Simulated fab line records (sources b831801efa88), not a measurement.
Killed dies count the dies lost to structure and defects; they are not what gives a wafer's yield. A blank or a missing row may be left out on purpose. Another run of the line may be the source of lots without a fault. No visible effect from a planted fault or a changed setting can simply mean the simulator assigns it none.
The same fault as seen by 2 desks :: flow sky130 :: each desk holds nothing but its own numbers, with what lay behind them at the end

METROLOGY DESK
What the gauges read, lot by lot, whatever tool the lot ran on: means of the sampled wafers that have a number. If a lot's mean is further than 4 standard deviations from the usual mean, the lot is out of limits and carries the mark OUT (the distance appears in the brackets).
Columns: A = NWELL_OXIDATION_THK at SKY_NWELL_THK_MEAS_02, usual 9.98 nm; B = cd_nm at SKY_VT_ADJUST_HVTP_CD_MEAS_07, usual 380.3 nm; C = VT_ADJUST_HVTP_TW at SKY_VT_ADJUST_HVTP_TW_MEAS_11, usual 1347
lot: L572
first seen here: day 2 11:59
A: 9.85
B: 379.7
C: 1350

lot: L573
first seen here: day 2 17:08
A: 9.98
B: 385.0
C: 1346

lot: L574
first seen here: day 2 22:59
A: 9.93
B: 373.7
C: 1343

lot: L575
first seen here: day 3 04:29
A: 9.90
B: 380.8
C: 1351

lot: L582
first seen here: day 4 15:51
A: 10.25
B: 379.7
C: 1299 (-5.9) OUT

lot: L584
first seen here: day 5 01:25
A: 10.06
B: 382.2
C: 1305 (-5.2) OUT

lot: L586
first seen here: day 5 16:28
A: 10.41
B: 376.7
C: 1354

lot: L588
first seen here: day 6 00:26
A: 10.02
B: 381.2
C: 1347

lot: L589
first seen here: day 6 03:20
A: 9.97
B: 378.2
C: 1353

lot: L590
first seen here: day 6 08:29
A: 10.16
B: 378.6
C: 1350

lot: L592
first seen here: day 6 20:40
A: 9.97
B: 379.8
C: 1358

lot: L593
first seen here: day 7 00:02
A: 10.04
B: 381.8
C: 1341

lot: L595
first seen here: day 7 13:23
A: 10.12
B: 380.9
C: 1355
Finding of this desk: L582, L584 out of limits, first seen on L582 at day 8 18:14 (VT_ADJUST_HVTP_TW at SKY_VT_ADJUST_HVTP_TW_MEAS_11). In limits: L572, L573, L574, L575, L586, L588, L589, L590, L592, L593, L595.

THE TOOL OWNER'S DESK: implanter-03
For each lot that ran on this tool, the mean over its sampled wafers that have a number, from the tool's own readings at SKY_VT_ADJUST_HVTP_IMPLANT_09. If a lot's mean is further than 4 standard deviations from the usual mean, the lot is out of limits and carries the mark OUT (the distance appears in the brackets).
Columns: A = beam_energy_keV at SKY_VT_ADJUST_HVTP_IMPLANT_09, usual 150.01
lot: L572
first seen here: day 6 01:13
A: 150.04

lot: L574
first seen here: day 6 14:07
A: 149.99

lot: L582
first seen here: day 8 17:59
A: 137.55 (-99 or more) OUT

lot: L584
first seen here: day 9 03:59
A: 137.52 (-99 or more) OUT
Finding of this desk: L582, L584 out of limits; the first was L582 at day 8 17:59, on beam_energy_keV at SKY_VT_ADJUST_HVTP_IMPLANT_09. In limits: L572, L574.

PUT TOGETHER
The tool owner's desk could have raised an alarm at day 8 17:59, on L582, L584.
Metrology desk: alarm possible at day 8 18:14 on L582, L584.
Of the lots named, all ran SKY_VT_ADJUST_HVTP_IMPLANT_09 on implanter-03.

WHAT THE SIMULATOR PUT IN
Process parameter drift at SKY_VT_ADJUST_HVTP_IMPLANT_09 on implanter-03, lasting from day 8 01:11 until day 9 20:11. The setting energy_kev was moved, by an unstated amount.
Struck lots among those shown: L582, L584.
Counting hours from when the fault started, the first reading out of limits came at 17 for the tool owner's desk and at 17 for the metrology desk.
